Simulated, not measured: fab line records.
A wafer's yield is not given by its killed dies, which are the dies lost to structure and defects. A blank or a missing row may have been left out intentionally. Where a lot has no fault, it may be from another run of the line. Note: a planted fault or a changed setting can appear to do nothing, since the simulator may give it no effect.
fab line records ; flow sky130
record: lots: 7; wafers: 21; lastDay: 49
route steps=708 shown PWDE@52 NWELL@56
lots that met no fault: taken from a fault-free run of the same line
startH: the number of hours between the record's first day and the start of the first shown wafer of the lot ; waitH: how many hours have passed since the lot's step before this one ; " repeats the value in the row above ; L1.1+2: one row covering several wafers at once ; - no value present, or no start provided ; * or withheld: withheld ; < > ~ a bound
route shown NAME@n: a module of which the file shows steps, and the number in the route of the first ; usual: mean and standard deviation over wafers with no fault ; same: alike in all rows ; chamber/n: place in a boat ; sites: each site's reading ; _std_site: the standard deviation of these ; _edge_site: inner sites' mean taken away from outer sites' mean ; radiusMm: for every site, how far away it sits from the centre of the wafer ; mask NAME#n: copy n ; behind: the tool/chamber that last shaped the wafer ; hold: what put the lot on hold/how long, in hours/how the hold closed ; device: the transistor (n, p or np) that didn't switch ; end of line: tests of these same wafers at the route's end ; for a step that has no rows: nothing shown but its recipe ; killed: not the wafer's yield, but the dies lost to structure and defects at the first sort ; map: a wafer's dies, x killed, . not, _ none there
set.NAME: setting as actually run; set.NAME@STEP: the setting as run at that earlier step ; model.NAME: the simulator's own value behind a step, which no gauge read
a table for each step, a row for each wafer; lots at some steps of the route
services: the hour from which a tool's chamber was out of use, counted from the record's first day as startH (under 0 if before that day), plus the number of hours and why
== steps ==
step: SKY_PWDE_OVL_MEAS_07
usual: PWDE_OVL: -0.3/1.4
lot.wafer;tool;chamber;startH;waitH;PWDE_OVL[nm]
L419.3;overlay-01;-;99.31;-;-1.5
L419.4;overlay-01;-;99.31;-;-1.2
L419.5;overlay-01;-;99.31;-;-1.5
L422.3;overlay-02;-;110.45;-;-0.4
L422.4;overlay-02;-;110.45;-;0.1
L422.5;overlay-02;-;110.45;-;-0.5
L423.1;overlay-01;-;117.04;-;-2.3
L423.4;overlay-01;-;117.04;-;-1.4
L423.6;overlay-01;-;117.04;-;1.2
L424.2;overlay-01;-;125.10;-;0.2
L424.3;overlay-01;-;125.10;-;-0.8
L424.5;overlay-01;-;125.10;-;-0.1
L425.2;overlay-01;-;132.96;-;-2.6
L425.4;overlay-01;-;132.96;-;-0.5
L425.6;overlay-01;-;132.96;-;-0.6
L431.2;overlay-02;-;161.95;-;0.4
L431.3;overlay-02;-;161.95;-;-0.4
L431.4;overlay-02;-;161.95;-;-0.7
L433.2;overlay-02;-;176.40;-;1.1
L433.4;overlay-02;-;176.40;-;0.6
L433.5;overlay-02;-;176.40;-;-0.1
step: SKY_PWDE_IMPLANT_08
recipe: species: B; energyKev: 150; doseCm2: 3.6e+12; tiltDeg: withheld
step: SKY_PWDE_STRIP_09
recipe: chemistry: O2/N2; powerW: 1400; pressureMtorr: 1500; platenTempC: withheld; o2FlowSccm: 3000; n2FlowSccm: 300; overashFraction: 0.5
usual: chamberPressureMTorr: 1500.1/1.3; drypumpMotorCurrentA: 5.6/0.38; oesProductAu: 0.722/0.0046; stripTimeToEndpointS: 36.91/0.099
lot.wafer;tool;chamber;startH;waitH;chamberPressureMTorr;drypumpMotorCurrentA;oesProductAu;rfHoursCounterH;stripTimeToEndpointS
L419.3;plasmaAsher-04;0;99.52;0.1;1499.7;5.4;0.721;-;36.86
L419.4;plasmaAsher-04;1;99.52;0.1;1500.8;5.8;0.725;-;36.81
L419.5;plasmaAsher-04;1;99.52;0.1;1497.2;5.8;0.723;-;36.97
L422.3;plasmaAsher-02;0;110.66;0.1;1499.8;6.1;0.728;-;36.88
L422.4;plasmaAsher-02;1;110.66;0.1;1501.0;5.8;0.722;-;37.05
L422.5;plasmaAsher-02;0;110.66;0.1;1500.2;6.1;0.723;-;36.99
L423.1;plasmaAsher-03;1;117.23;0.1;1498.0;5.7;0.720;42;36.86
L423.4;plasmaAsher-03;1;117.23;0.1;1500.2;5.7;0.721;-;36.80
L423.6;plasmaAsher-03;1;117.23;0.1;1503.2;5.7;0.727;-;36.75
L424.2;plasmaAsher-03;0;125.28;0.1;1497.6;4.9;0.725;43;36.92
L424.3;plasmaAsher-03;0;125.28;0.1;1499.3;4.8;0.720;-;36.94
L424.5;plasmaAsher-03;1;125.28;0.1;1501.4;5.7;0.725;-;36.98
L425.2;plasmaAsher-04;1;133.14;0.1;1502.5;5.8;0.723;1;36.86
L425.4;plasmaAsher-04;1;133.14;0.1;1499.9;5.8;0.720;-;36.79
L425.6;plasmaAsher-04;1;133.14;0.1;1501.9;5.8;0.722;-;36.89
L431.2;plasmaAsher-04;1;162.13;0.1;1499.6;5.8;0.718;4;36.86
L431.3;plasmaAsher-04;0;162.13;0.1;1499.5;5.4;0.723;-;36.83
L431.4;plasmaAsher-04;1;162.13;0.1;1500.6;5.8;0.720;-;36.85
L433.2;plasmaAsher-02;1;176.58;0.1;1501.5;5.7;0.721;48;36.89
L433.4;plasmaAsher-02;1;176.58;0.1;1503.2;5.7;0.722;-;37.01
L433.5;plasmaAsher-02;0;176.58;0.1;1499.9;6.1;0.726;-;36.85
step: SKY_PWDE_TW_MEAS_10
usual: PWDE_TW: 377.0/2.2
lot.wafer;tool;chamber;startH;waitH;PWDE_TW
L419.3;filmMetro-02;-;99.61;0.1;378.7
L419.4;filmMetro-02;-;99.61;0.1;379.7
L419.5;filmMetro-02;-;99.61;0.1;379.7
L422.3;filmMetro-02;-;110.75;0.1;379.5
L422.4;filmMetro-02;-;110.75;0.1;380.2
L422.5;filmMetro-02;-;110.75;0.1;381.7
L423.1;filmMetro-03;-;117.33;0.1;374.8
L423.4;filmMetro-03;-;117.33;0.1;376.6
L423.6;filmMetro-03;-;117.33;0.1;376.6
L424.2;filmMetro-02;-;125.39;0.1;376.6
L424.3;filmMetro-02;-;125.39;0.1;375.4
L424.5;filmMetro-02;-;125.39;0.1;373.8
L425.2;filmMetro-01;-;133.25;0.1;378.3
L425.4;filmMetro-01;-;133.25;0.1;378.3
L425.6;filmMetro-01;-;133.25;0.1;376.0
L431.2;filmMetro-02;-;162.24;0.1;378.2
L431.3;filmMetro-02;-;162.24;0.1;378.0
L431.4;filmMetro-02;-;162.24;0.1;375.8
L433.2;filmMetro-01;-;176.69;0.1;376.9
L433.4;filmMetro-01;-;176.69;0.1;376.8
L433.5;filmMetro-01;-;176.69;0.1;377.4
step: SKY_NWELL_DEHYDRATE_03
recipe: tempC: 200; timeS: 60
step: SKY_NWELL_HMDS_04
recipe: primeTimeS: 60; primeTempC: 120
step: SKY_NWELL_COAT_05
recipe: spinRpm: 2000; resistThkNm: 3000
step: SKY_NWELL_SOFTBAKE_06
recipe: tempC: 110; timeS: withheld
step: SKY_NWELL_EXPOSE_07
recipe: maskId: NWM; na: 0.6; sourceShape: conventional; sigmaOuter: 0.6; polarization: unpolarized; targetCdNm: 840; doseMj: 255
step: SKY_NWELL_PEB_08
recipe: tempC: 115; timeS: withheld
step: SKY_NWELL_DEVELOP_09
recipe: wallAngleDeg: 90; developer: TMAH; developTimeS: 60; devTempC: 23
step: SKY_NWELL_OVL_MEAS_10
usual: NWELL_00_OVL: -0.9/1.4
lot.wafer;tool;chamber;startH;waitH;NWELL_00_OVL[nm]
L419.3;overlay-02;-;117.04;-;-1.2
L419.4;overlay-02;-;117.04;-;0.2
L419.5;overlay-02;-;117.04;-;-2.7
L422.3;overlay-02;-;129.21;-;-2.9
L422.4;overlay-02;-;129.21;-;-4.1
L422.5;overlay-02;-;129.21;-;-2.1
L423.1;overlay-01;-;136.12;-;-0.2
L423.4;overlay-01;-;136.12;-;-2.3
L423.6;overlay-01;-;136.12;-;-1.0
L424.2;overlay-01;-;143.90;-;0.3
L424.3;overlay-01;-;143.90;-;0.6
L424.5;overlay-01;-;143.90;-;-0.1
L425.2;overlay-02;-;151.96;-;-0.8
L425.4;overlay-02;-;151.96;-;1.3
L425.6;overlay-02;-;151.96;-;1.4
L431.2;overlay-02;-;183.41;-;1.0
L431.3;overlay-02;-;183.41;-;-0.3
L431.4;overlay-02;-;183.41;-;-1.7
L433.2;overlay-02;-;197.26;-;0.1
L433.4;overlay-02;-;197.26;-;-0.2
L433.5;overlay-02;-;197.26;-;-2.1
step: SKY_NWELL_IMPLANT_11
recipe: species: P; energyKev: 400; doseCm2: 1.9e+13; tiltDeg: withheld
usual: doseIonsCm2: 1.9004e+13/1.8e+10
lot.wafer;tool;chamber;startH;waitH;doseIonsCm2
L419.3;implanter-02;0;117.11;0.1;1.8998e+13
L419.4;implanter-02;0;117.11;0.1;1.8988e+13
L419.5;implanter-02;0;117.11;0.1;1.8998e+13
L422.3;implanter-01;0;129.29;0.1;1.9016e+13
L422.4;implanter-01;0;129.29;0.1;1.9006e+13
L422.5;implanter-01;0;129.29;0.1;1.9001e+13
L423.1;implanter-01;0;136.16;0.0;1.8717e+13
L423.4;implanter-01;0;136.16;0.0;1.8739e+13
L423.6;implanter-01;0;136.16;0.0;1.8742e+13
L424.2;implanter-01;0;143.96;0.0;1.8691e+13
L424.3;implanter-01;0;143.96;0.0;1.8711e+13
L424.5;implanter-01;0;143.96;0.0;1.871e+13
L425.2;implanter-01;0;152.01;0.0;1.8725e+13
L425.4;implanter-01;0;152.01;0.0;1.8726e+13
L425.6;implanter-01;0;152.01;0.0;1.8718e+13
L431.2;implanter-02;0;183.46;0.0;1.9011e+13
L431.3;implanter-02;0;183.46;0.0;1.9009e+13
L431.4;implanter-02;0;183.46;0.0;1.9014e+13
L433.2;implanter-02;0;197.31;0.0;1.9022e+13
L433.4;implanter-02;0;197.31;0.0;1.9007e+13
L433.5;implanter-02;0;197.31;0.0;1.8988e+13
step: SKY_NWELL_IMPLANT_12
recipe: species: P; energyKev: 120; doseCm2: 1.3e+12; tiltDeg: withheld
step: SKY_NWELL_IMPLANT_13
recipe: species: P; energyKev: 50; doseCm2: 7e+11; tiltDeg: withheld
step: SKY_NWELL_STRIP_14
recipe: chemistry: O2/N2; powerW: 1400; pressureMtorr: 1500; platenTempC: withheld; o2FlowSccm: 3000; n2FlowSccm: 300; overashFraction: 0.5
usual: chamberPressureMTorr: 1500.1/1.4; drypumpMotorCurrentA: 5.8/0.53; oesProductAu: 0.723/0.0044; stripTimeToEndpointS: 36.93/0.13
lot.wafer;tool;chamber;startH;waitH;chamberPressureMTorr;drypumpMotorCurrentA;oesProductAu;rfHoursCounterH;stripTimeToEndpointS
L419.3;plasmaAsher-03;0;117.54;0.1;1498.7;4.9;0.726;-;37.00
L419.4;plasmaAsher-03;1;117.54;0.1;1498.5;5.8;0.728;-;36.94
L419.5;plasmaAsher-03;0;117.54;0.1;1499.9;4.9;0.722;-;37.01
L422.3;plasmaAsher-03;1;129.72;0.1;1503.4;5.7;0.722;-;36.98
L422.4;plasmaAsher-03;0;129.72;0.1;1501.0;4.9;0.725;-;37.06
L422.5;plasmaAsher-03;1;129.72;0.1;1500.2;5.7;0.727;-;36.78
L423.1;plasmaAsher-03;1;136.61;0.1;1500.8;5.7;0.714;44;36.84
L423.4;plasmaAsher-03;0;136.61;0.1;1501.8;4.9;0.716;-;36.78
L423.6;plasmaAsher-03;1;136.61;0.1;1499.8;5.8;0.724;-;36.82
L424.2;plasmaAsher-01;1;144.38;0.1;1499.7;6.1;0.721;36;36.85
L424.3;plasmaAsher-01;0;144.38;0.1;1500.6;6.6;0.722;-;36.94
L424.5;plasmaAsher-01;1;144.38;0.1;1498.3;6.1;0.724;-;36.77
L425.2;plasmaAsher-04;0;152.44;0.1;1500.3;5.4;0.732;3;37.07
L425.4;plasmaAsher-04;1;152.44;0.1;1499.7;5.8;0.725;-;36.98
L425.6;plasmaAsher-04;1;152.44;0.1;1500.4;5.8;0.720;-;37.05
L431.2;plasmaAsher-03;0;183.89;0.1;1500.7;4.9;0.715;48;36.75
L431.3;plasmaAsher-03;1;183.89;0.1;1499.3;5.7;0.729;-;36.75
L431.4;plasmaAsher-03;0;183.89;0.1;1500.3;4.9;0.716;-;36.83
L433.2;plasmaAsher-01;1;197.74;0.1;1499.6;6.1;0.720;41;36.93
L433.4;plasmaAsher-01;0;197.74;0.1;1498.6;6.6;0.719;-;36.91
L433.5;plasmaAsher-01;0;197.74;0.1;1499.6;6.6;0.725;-;37.00
step: SKY_NWELL_TW_MEAS_15
usual: NWELL_TW: 1832/13
lot.wafer;tool;chamber;startH;waitH;NWELL_TW
L419.3;filmMetro-02;-;117.63;0.1;1846
L419.4;filmMetro-02;-;117.63;0.1;1855
L419.5;filmMetro-02;-;117.63;0.1;1852
L422.3;filmMetro-01;-;129.81;0.1;1839
L422.4;filmMetro-01;-;129.81;0.1;1834
L422.5;filmMetro-01;-;129.81;0.1;1849
L423.1;filmMetro-03;-;136.71;0.1;1824
L423.4;filmMetro-03;-;136.71;0.1;1836
L423.6;filmMetro-03;-;136.71;0.1;1835
L424.2;filmMetro-02;-;144.49;0.1;1818
L424.3;filmMetro-02;-;144.49;0.1;1821
L424.5;filmMetro-02;-;144.49;0.1;1816
L425.2;filmMetro-01;-;152.55;0.1;1827
L425.4;filmMetro-01;-;152.55;0.1;1816
L425.6;filmMetro-01;-;152.55;0.1;1820
L431.2;filmMetro-03;-;184.00;0.1;1859
L431.3;filmMetro-03;-;184.00;0.1;1862
L431.4;filmMetro-03;-;184.00;0.1;1860
L433.2;filmMetro-01;-;197.85;0.1;1822
L433.4;filmMetro-01;-;197.85;0.1;1837
L433.5;filmMetro-01;-;197.85;0.1;1820
step: SKY_NWELL_DEHYDRATE_16
recipe: tempC: 200; timeS: 60
step: SKY_NWELL_HMDS_17
recipe: primeTimeS: 60; primeTempC: 120
step: SKY_NWELL_COAT_18
recipe: spinRpm: 2000; resistThkNm: 3000
step: SKY_NWELL_SOFTBAKE_19
recipe: tempC: 110; timeS: withheld
step: SKY_NWELL_EXPOSE_20
recipe: maskId: NWM_COMPLEMENT; na: 0.6; sourceShape: conventional; sigmaOuter: 0.6; polarization: unpolarized; targetCdNm: 840; doseMj: 260
step: SKY_NWELL_PEB_21
recipe: tempC: 115; timeS: withheld
step: SKY_NWELL_DEVELOP_22
recipe: wallAngleDeg: 90; developer: TMAH; developTimeS: 60; devTempC: 23
step: SKY_NWELL_OVL_MEAS_23
usual: NWELL_01_OVL: -2.5/2
lot.wafer;tool;chamber;startH;waitH;NWELL_01_OVL[nm]
L419.3;overlay-01;-;136.96;-;-1.9
L419.4;overlay-01;-;136.96;-;-1.2
L419.5;overlay-01;-;136.96;-;-3.1
L422.3;overlay-02;-;149.26;-;-3.2
L422.4;overlay-02;-;149.26;-;-2.6
L422.5;overlay-02;-;149.26;-;-4.4
L423.1;overlay-01;-;155.65;-;0.1
L423.4;overlay-01;-;155.65;-;-0.1
L423.6;overlay-01;-;155.65;-;1.4
L424.2;overlay-01;-;163.85;-;-2.3
L424.3;overlay-01;-;163.85;-;-3.3
L424.5;overlay-01;-;163.85;-;-3.3
L425.2;overlay-01;-;172.56;-;-4.0
L425.4;overlay-01;-;172.56;-;-4.4
L425.6;overlay-01;-;172.56;-;-3.4
L431.2;overlay-01;-;204.81;-;-5.8
L431.3;overlay-01;-;204.81;-;-2.9
L431.4;overlay-01;-;204.81;-;-5.3
L433.2;overlay-02;-;219.15;-;-3.6
L433.4;overlay-02;-;219.15;-;-5.4
L433.5;overlay-02;-;219.15;-;-3.8
step: SKY_NWELL_IMPLANT_24
recipe: species: B; energyKev: 140; doseCm2: 9.2e+12; tiltDeg: withheld
step: SKY_NWELL_STRIP_25
recipe: chemistry: O2/N2; powerW: 1400; pressureMtorr: 1500; platenTempC: withheld; o2FlowSccm: 3000; n2FlowSccm: 300; overashFraction: 0.5
usual: chamberPressureMTorr: 1499.9/1.9; drypumpMotorCurrentA: 5.9/0.55; oesProductAu: 0.722/0.0047; stripTimeToEndpointS: 36.90/0.14
lot.wafer;tool;chamber;startH;waitH;chamberPressureMTorr;drypumpMotorCurrentA;oesProductAu;rfHoursCounterH;stripTimeToEndpointS
L419.3;plasmaAsher-01;1;137.17;0.1;1499.7;6.1;0.722;-;36.78
L419.4;plasmaAsher-01;0;137.17;0.1;1501.2;6.6;0.716;-;36.75
L419.5;plasmaAsher-01;0;137.17;0.1;1497.6;6.6;0.727;-;36.68
L422.3;plasmaAsher-03;0;149.47;0.1;1503.1;4.9;0.716;-;36.97
L422.4;plasmaAsher-03;1;149.47;0.1;1499.3;5.8;0.722;-;37.04
L422.5;plasmaAsher-03;0;149.47;0.1;1500.8;4.9;0.721;-;37.02
L423.1;plasmaAsher-01;1;155.83;0.1;1501.3;6.1;0.722;37;37.03
L423.4;plasmaAsher-01;0;155.83;0.1;1503.6;6.5;0.717;-;37.03
L423.6;plasmaAsher-01;0;155.83;0.1;1500.7;6.6;0.719;-;37.05
L424.2;plasmaAsher-01;1;164.03;0.1;1499.0;6.1;0.723;38;36.80
L424.3;plasmaAsher-01;0;164.03;0.1;1500.9;6.6;0.722;-;36.84
L424.5;plasmaAsher-01;1;164.03;0.1;1500.9;6.1;0.718;-;36.89
L425.2;plasmaAsher-04;0;172.74;0.1;1499.2;5.4;0.722;5;36.75
L425.4;plasmaAsher-04;0;172.74;0.1;1498.5;5.4;0.721;-;36.81
L425.6;plasmaAsher-04;0;172.74;0.1;1499.9;5.4;0.714;-;36.76
L431.2;plasmaAsher-01;0;204.99;0.1;1499.9;6.6;0.728;41;36.81
L431.3;plasmaAsher-01;0;204.99;0.1;1499.6;6.6;0.727;-;36.83
L431.4;plasmaAsher-01;1;204.99;0.1;1501.5;6.1;0.723;-;36.80
L433.2;plasmaAsher-04;1;219.33;0.1;1502.6;5.8;0.720;10;36.70
L433.4;plasmaAsher-04;1;219.33;0.1;1498.8;5.8;0.723;-;36.70
L433.5;plasmaAsher-04;0;219.33;0.1;1498.2;5.4;0.718;-;36.67
step: SKY_NWELL_TW_MEAS_26
usual: NWELL_2_TW: 500.3/2.5
lot.wafer;tool;chamber;startH;waitH;NWELL_2_TW
L419.3;filmMetro-03;-;137.25;0.1;499.3
L419.4;filmMetro-03;-;137.25;0.1;499.2
L419.5;filmMetro-03;-;137.25;0.1;504.4
L422.3;filmMetro-03;-;149.56;0.1;504.0
L422.4;filmMetro-03;-;149.56;0.1;504.0
L422.5;filmMetro-03;-;149.56;0.1;501.1
L423.1;filmMetro-03;-;155.93;0.1;501.7
L423.4;filmMetro-03;-;155.93;0.1;500.4
L423.6;filmMetro-03;-;155.93;0.1;501.9
L424.2;filmMetro-01;-;164.14;0.1;498.6
L424.3;filmMetro-01;-;164.14;0.1;498.8
L424.5;filmMetro-01;-;164.14;0.1;498.8
L425.2;filmMetro-01;-;172.85;0.1;498.0
L425.4;filmMetro-01;-;172.85;0.1;501.5
L425.6;filmMetro-01;-;172.85;0.1;502.6
L431.2;filmMetro-01;-;205.10;0.1;495.8
L431.3;filmMetro-01;-;205.10;0.1;494.4
L431.4;filmMetro-01;-;205.10;0.1;497.6
L433.2;filmMetro-01;-;219.44;0.1;498.7
L433.4;filmMetro-01;-;219.44;0.1;498.0
L433.5;filmMetro-01;-;219.44;0.1;497.6
step: SKY_NWELL_CLEAN_27
recipe: chemistry: SC1/SC2; mix: 1:4:20; tempC: 70; timeS: 150; dry: n2Spin
step: SKY_NWELL_RTA_28
recipe: tempC: 1050; timeS: 30; idleTempC: 650; rampUpCPerS: 150; rampDownCPerS: 90; ambient: N2
usual: lampPowerPct: 25.31/0.056; wafer_temp_C_max: 1054.9/0.93
lot.wafer;tool;chamber;startH;waitH;lampPowerPct;wafer_temp_C_max
L419.3;rtpAnneal-01;0;137.38;0.0;25.35;1054.4
L419.4;rtpAnneal-01;0;137.38;0.0;25.31;1056.7
L419.5;rtpAnneal-01;0;137.38;0.0;25.25;1053.7
L422.3;rtpAnneal-01;0;149.68;0.0;25.29;1053.9
L422.4;rtpAnneal-01;0;149.68;0.0;25.34;1053.8
L422.5;rtpAnneal-01;0;149.68;0.0;25.35;1055.2
L423.1;rtpAnneal-02;0;156.04;0.0;25.31;1054.9
L423.4;rtpAnneal-02;0;156.04;0.0;25.30;1054.0
L423.6;rtpAnneal-02;0;156.04;0.0;25.36;1054.4
L424.2;rtpAnneal-01;0;164.28;0.0;25.25;1054.7
L424.3;rtpAnneal-01;0;164.28;0.0;25.43;1057.0
L424.5;rtpAnneal-01;0;164.28;0.0;25.23;1055.6
L425.2;rtpAnneal-01;0;172.99;0.0;25.22;1055.5
L425.4;rtpAnneal-01;0;172.99;0.0;25.34;1055.1
L425.6;rtpAnneal-01;0;172.99;0.0;25.31;1055.6
L431.2;rtpAnneal-02;0;205.21;0.0;25.33;1054.8
L431.3;rtpAnneal-02;0;205.21;0.0;25.36;1054.0
L431.4;rtpAnneal-02;0;205.21;0.0;25.37;1052.5
L433.2;rtpAnneal-02;0;219.56;0.0;25.36;1054.3
L433.4;rtpAnneal-02;0;219.56;0.0;25.29;1055.1
L433.5;rtpAnneal-02;0;219.56;0.0;25.29;1054.7
step: SKY_NWELL_RS_MEAS_29
recipe: thkMeasGauge: four-point-probe
usual: NWELL_RS: 624.6/1.5
lot.wafer;tool;chamber;startH;waitH;hold;NWELL_RS[ohm/sq]
L419.3;filmMetro-02;-;137.48;0.1;-;623.4
L419.4;filmMetro-02;-;137.48;0.1;-;623.4
L419.5;filmMetro-02;-;137.48;0.1;-;625.2
L422.3;filmMetro-01;-;149.79;0.1;-;622.8
L422.4;filmMetro-01;-;149.79;0.1;-;624.2
L422.5;filmMetro-01;-;149.79;0.1;-;623.7
L423.1;filmMetro-01;-;156.14;0.1;awaitDispo/0.2h/release;628.9
L423.4;filmMetro-01;-;156.14;0.1;awaitDispo/0.2h/release;629.7
L423.6;filmMetro-01;-;156.14;0.1;awaitDispo/0.2h/release;629.7
L423.1;filmMetro-01;-;156.50;0.3;-;628.6
L423.4;filmMetro-01;-;156.50;0.3;-;629.8
L423.6;filmMetro-01;-;156.50;0.3;-;628.1
L424.2;filmMetro-03;-;164.38;0.1;awaitDispo/0.2h/release;631.7
L424.3;filmMetro-03;-;164.38;0.1;awaitDispo/0.2h/release;630.5
L424.5;filmMetro-03;-;164.38;0.1;awaitDispo/0.2h/release;630.3
L424.2;filmMetro-03;-;164.74;0.3;-;630.2
L424.3;filmMetro-03;-;164.74;0.3;-;630.7
L424.5;filmMetro-03;-;164.74;0.3;-;630.2
L425.2;filmMetro-02;-;173.10;0.1;-;627.3
L425.4;filmMetro-02;-;173.10;0.1;-;627.2
L425.6;filmMetro-02;-;173.10;0.1;-;629.5
L431.2;filmMetro-02;-;205.32;0.1;-;622.2
L431.3;filmMetro-02;-;205.32;0.1;-;621.6
L431.4;filmMetro-02;-;205.32;0.1;-;621.9
L433.2;filmMetro-02;-;219.66;0.1;-;623.0
L433.4;filmMetro-02;-;219.66;0.1;-;623.2
L433.5;filmMetro-02;-;219.66;0.1;-;625.1
== services ==
tool;chamber;startH;hours;kind
plasmaAsher-02;-;80.71;8.3;repair
plasmaAsher-04;-;108.79;9.0;pm
plasmaAsher-04;0;108.79;9.0;ventCycle
plasmaAsher-04;1;108.79;9.0;ventCycle
plasmaAsher-04;0;117.79;-;clean
plasmaAsher-04;1;117.79;-;clean
rtpAnneal-02;-;151.81;3.8;pm
implanter-01;-;155.54;2.8;pm
rtpAnneal-01;-;157.18;3.4;pm
implanter-01;-;167.29;1.4;repair
implanter-02;-;180.48;1.3;repair
implanter-01;-;180.88;3.0;pm
implanter-01;-;188.52;3.2;repair
plasmaAsher-01;-;188.90;2.5;repair
implanter-02;-;191.77;2.1;repair
== key ==
firstSign: step: SKY_NWELL_IMPLANT_11; reading: doseIonsCm2; direction: down; sigmas: 16; usual: *; struck: *
effect: step: SKY_NWELL_RS_MEAS_29; reading: visit; direction: added
metAt SKY_NWELL_IMPLANT_11
struckWafers L423.1,L423.4,L423.6,L424.2,L424.3,L424.5,L425.2,L425.4,L425.6
testerLeftOut L423,L424,L425
onsetBetween 129.29 136.16
fault: kind: processParameterDrift; tool: implanter-01; chamber: -; onsetH: 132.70; steps: SKY_NWELL_IMPLANT_11; channel: doseCm2; offset: *; shape: step; endH: 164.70; actsIn: *; stated: *
testerLeftOut: of these lots the tester's yield and bins aren't shown, on N5 and GAA mostly nor the transistor test; their killed dies are dies lost to structure and defects alone, not to doping, threshold or leakage, so they don't give the yield
